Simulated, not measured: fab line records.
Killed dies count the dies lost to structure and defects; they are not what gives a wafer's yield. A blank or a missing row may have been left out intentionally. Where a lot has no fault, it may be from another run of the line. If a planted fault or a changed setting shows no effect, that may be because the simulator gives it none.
Matching of chambers    flow gf180mcu    GF_CONTACT_CMP_04 on cmp-01: 4 sister chambers
The step polishes SiO2. 4 wafers are shown with their chamber, then 8 later ones without.

== EACH WAFER AND ITS CHAMBER ==
wafer   chamber  motor_current_A (A)
L086.1  1        11.0
L089.5  2        11.6
L091.5  3        13.1
L092.1  0        12.2

== WAFERS MISSING THEIR CHAMBER ==
wafer   motor_current_A (A)
L092.2  11.0
L092.3  12.5
L093.1  11.4
L093.4  11.8
L093.6  11.6
L095.1  12.0
L095.3  13.1
L095.4  11.7

== EACH ONE'S CHAMBER ==
wafer    from the rows above       in truth
L092.2   1                         1
L092.3   can't be placed: 0 or 3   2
L093.1   can't be placed: 2 or 1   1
L093.4   can't be placed: 2 or 0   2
L093.6   2                         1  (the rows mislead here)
L095.1   can't be placed: 0 or 2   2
L095.3   3                         3
L095.4   2                         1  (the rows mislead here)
2 of 8 placed correctly. These rows do not allow placing 4 (true chamber among the candidates in 3). 2 placed wrongly.
How it was worked out, from the rows above alone: a wafer's distance from a chamber is the root of the sum, over the readings, of the square of ((its reading less the chamber's mean) divided by the reading's scatter). If the next closest chamber is less than 2 further off than the closest, the wafer can't be placed; otherwise it belongs to the closest. For every chamber, the mean is computed from those of its wafers that are shown. The scatter: root of mean squared gap, hidden wafer to nearest shown wafer, with one shown wafer a chamber.
